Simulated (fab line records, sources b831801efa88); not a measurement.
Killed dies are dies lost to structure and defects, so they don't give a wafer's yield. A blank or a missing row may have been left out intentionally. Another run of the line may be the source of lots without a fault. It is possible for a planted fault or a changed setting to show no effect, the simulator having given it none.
Comparing a struck lot with a sound one :: flow sky130 :: 28 steps out of a route of 708
Sound: wafers L400.2, L400.4, L400.5. Wafers L408.2, L408.4, L408.5 were the ones struck. The cause comes at the end.
For every step that has rows: the tool of each side, followed by ch and its chambers, followed by its first start. Under that, the readings that differ: sound wafers :: struck wafers :: difference of the means :: sigmas: that difference in standard deviations of wafers without a fault.
alike: readings with means less than 2 such deviations apart, plus words and numbers identical on both sides. not compared: withheld readings, readings lacking a value on some wafer, bounds such as >300 that could conceal the same value, and numbers that have no deviation in the record and whose values overlap.
Wherever a step has rows on one side only, a row that says differs or no value, or a row with sigmas, the two part there. Numbers that don't overlap but have no deviation are shown without sigmas and don't part them. Lack of a reading on every wafer of one side parts them only where that side has two or more wafers.

first, 6 steps without rows for these wafers: SKY_SD_N_IMPLANT_09; SKY_SD_N_IMPLANT_10; SKY_SD_N_STRIP_11 (strips in O2/N2); SKY_SD_N_CLEAN_13 (cleans in SC1/SC2, time 150 s); SKY_SD_N_RTA_14 (time 2 s); SKY_SALICIDE_CLEAN_00 (cleans in HF-last, time 30 s).
SKY_LI_CONTACT_HDPCVD_00: deposits PSG, target thk 930 nm, time 155 s.
  sound on hdpcvd-01 ch 0,1,2, day 29 10:06; struck on hdpcvd-01 ch 1,2, day 31 19:25
reading: model.PSG_of_LI_CONTACT_HDPCVD_00.thk-nm (nm)
sound: 941.5 932.2 936.1
struck: 459.6 469.4 467.2
difference: -471.2
sigmas: 
SKY_LI_CONTACT_THK_MEAS_01:
  sound: film-metro-01 at day 29 10:13; struck: film-metro-01 at day 31 19:32
reading: LI_CONTACT_HDPCVD_THK (nm)
sound: 942 933 937
struck: 459 469 467
difference: -472
sigmas: -47
then, 10 steps without rows for these wafers: SKY_LI_CONTACT_CMP_02 (polishes PSG); SKY_LI_CONTACT_DEHYDRATE_04 (time 60 s); SKY_LI_CONTACT_HMDS_05 (prime time 60 s); SKY_LI_CONTACT_COAT_06 (resist thk 60 nm); SKY_LI_CONTACT_COAT_07 (resist thk 450 nm); SKY_LI_CONTACT_SOFTBAKE_08 (time 90 s); SKY_LI_CONTACT_EXPOSE_09 (exposes mask LICM1, target cd 170 nm); SKY_LI_CONTACT_PEB_10; SKY_LI_CONTACT_DEVELOP_11 (develop time 60 s); SKY_LI_CONTACT_ETCH_14 (etches BARC in N2/H2, stops on SiO2, time 45.9 s, target depth 60 nm).
SKY_LI_CONTACT_ETCH_15: etches PSG in C4F8/O2/Ar, stops on Si, target depth 600 nm.
  sound on rie-diel-02 ch 1,2, day 30 14:28; struck on rie-diel-04 ch 0,3, day 32 23:50
reading: oes-product-au (a.u.)
sound: 0.829 0.837 0.837
struck: 0.737 0.730 0.731
difference: -0.102
sigmas: -22

reading: model.LI_CONTACT.feature-depth-nm (nm)
sound: 598.5 595.8 598.3
struck: 459.6 469.4 467.2
difference: -132.1
sigmas: 

reading: model.etch.depth-nm (nm)
sound: 598.5 595.8 598.3
struck: 459.6 469.4 467.2
difference: -132.1
sigmas: 
then, 6 steps without rows for these wafers: SKY_LI_CONTACT_STRIP_16 (strips in O2/N2); SKY_LI_CONTACT_CLEAN_17 (cleans in NMP, time 600 s); SKY_LI_CONTACT_PRE_CLEAN_18 (time 5.6 s); SKY_LI_CONTACT_SPUTTER_19 (material Ti, target thk 20 nm, time 106.37 s); SKY_LI_CONTACT_SPUTTER_20 (material TiN, target thk 20 nm, time 80 s); SKY_LI_CONTACT_CVD_21 (deposits W, target thk 400 nm, time 120.56 s).
SKY_LI_CONTACT_CMP_24: polishes, stops on PSG, t overpolish 20 s, target thk 0 nm.
  sound on cmp-01 ch 0,2, day 30 15:28; struck on cmp-01 ch 0,2, day 33 00:44
reading: overpolish-run-s (s)
sound: 19.996 19.988 19.991
struck: 20.016 20.003 20.010
difference: +0.018
sigmas: +2

reading: model.PSG_of_LI_CONTACT_HDPCVD_00.thk-nm (nm)
sound: 589 586.3 588.8
struck: 450.1 459.9 457.7
difference: -132.1
sigmas: 
  alike: motor-current-A, time-to-endpoint-s
then, 1 step without rows for these wafers: SKY_LOCAL_INTERCONNECT_SPUTTER_00 (material TiN, target thk 100 nm, time 83.3 s).
-- a jump in the record: the struck wafers' starts before and after are 16 days apart (it breaks off in module LOCAL_INTERCONNECT and resumes in module PAD_OPEN, where the first step shown is number 708 of the route) --
SKY_PAD_OPEN_PROBE_99:
  sound: prober-01 at day 46 21:04; struck: prober-02 at day 48 16:16
reading: model.etest.cap-li-to-poly.c-af-um2
sound: 99.32 98.44 99.01
struck: 162.6 155.6 157
difference: +59.5
sigmas: 

reading: model.etest.licon-pdiff.rc-ohm
sound: 615.4 607.4 575.5
struck: 526.7 522.2 532
difference: -72.5
sigmas: 

reading: model.etest.nfet-g5v0d10v5.r-on-ohm-um
sound: 1899 1909 1881
struck: 1818 1821 1842
difference: -69
sigmas: 

reading: model.etest.nfet_01v8.r-on-ohm-um
sound: 839 849.5 842.4
struck: 802.5 823 835
difference: -23.5
sigmas: 

reading: model.etest.licon-ndiff.rc-ohm
sound: 187.4 185 186.9
struck: 156.2 161.1 158.6
difference: -27.8
sigmas: 

reading: model.etest.sonos-uncharged.r-on-ohm-um
sound: 828.7 832.5 816.7
struck: 784.9 800.6 811.8
difference: -26.9
sigmas: 

reading: model.etest.licon-poly.rc-ohm
sound: 155.8 146.1 148
struck: 134.1 141.7 138
difference: -12.0
sigmas: 
  alike: killed_at_M0_to_M3, killed_at_M4_up, killed-at-contacts, killed-at-front-end, killed-at-other, killed-dies, killed-open, killed-short
  not compared: model.etest.licon-high-po.rc-ohm

WHERE THEY PART
First at SKY_LI_CONTACT_THK_MEAS_01; last, within this record, at SKY_LI_CONTACT_CMP_24. Later steps at which nothing parts them and some readings are alike: SKY_PAD_OPEN_PROBE_99.

WHY: what the simulator had put in
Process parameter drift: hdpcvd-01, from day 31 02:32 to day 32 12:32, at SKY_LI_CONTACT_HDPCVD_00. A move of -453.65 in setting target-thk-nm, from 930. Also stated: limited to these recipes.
